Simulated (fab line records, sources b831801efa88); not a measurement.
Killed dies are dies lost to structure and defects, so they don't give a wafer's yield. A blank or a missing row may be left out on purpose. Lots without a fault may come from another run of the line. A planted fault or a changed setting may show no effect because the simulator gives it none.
Which tool did it? | flow gf180mcu | 6 lots, 17 wafers sampled, at 2 steps of a route of 602

WHAT THE GAUGES READ, wafer by wafer
GF_DNWELL_TW_MEAS_09.
lot  | measured    | on            | DNWELL_TW
L538 | day 2 23:53 | film_metro-01 | 1337 1329 1333
L544 | day 4 07:20 | film_metro-01 | 1240 1236 1238
L549 | day 5 12:32 | film_metro-02 | 1324 1334 1331
L551 | day 5 23:14 | film_metro-01 | 1332 1327 1331
L554 | day 6 17:20 | film_metro-03 | 1370 1378 1361
L559 | day 7 16:26 | film_metro-03 | 1360 1368

WHICH TOOL RAN EACH LOT (tool, then ch and the chambers of the sampled wafers, then the start)
lot  | GF_DNWELL_IMPLANT_07
L538 | implanter-01 ch 0, day 2 23:38
L544 | implanter-01 ch 0, day 4 07:05
L549 | implanter-03 ch 0, day 5 12:17
L551 | implanter-02 ch 0, day 5 22:59
L554 | implanter-03 ch 0, day 6 17:05
L559 | implanter-02 ch 0, day 7 16:11
- GF_DNWELL_IMPLANT_07

THE ANSWER, worked out from the rows above alone
Rule: what is usual is taken from the lots themselves. Put in order of their means at a reading, lots are off if they are a third of the lots or fewer, leave a main group of 4 or more, and stand apart from it by a gap of 3 or more times the standard deviation of the main group's means; of several such gaps the widest counts. A main group whose means are all the same, to the digits that the tables above print for the reading, isn't used. A lot without any number at a reading at which 4 lots or more have one is off too. The other lots that the step has rows for count as sound.
Off: L544, at GF_DNWELL_TW_MEAS_09 (DNWELL_TW). The main group: mean 1345, standard deviation 18.
A tool fits if, at a process step before that reading, it ran every lot that is off, and no sound lot after the first of them. The gauges at GF_DNWELL_TW_MEAS_09 are tried like those tools. One fits: implanter-01 at GF_DNWELL_IMPLANT_07. Its last sound lot is L538 (day 2 23:38), its first lot that is off L544 (day 4 07:05): a fault that began between those two fits.

WHAT THE SIMULATOR HAD PUT IN
Process parameter drift: implanter-01, from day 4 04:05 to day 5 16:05, at GF_DNWELL_IMPLANT_07. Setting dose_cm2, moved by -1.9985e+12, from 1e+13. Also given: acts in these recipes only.
Lots struck among those shown: L544. The rule above found the same.
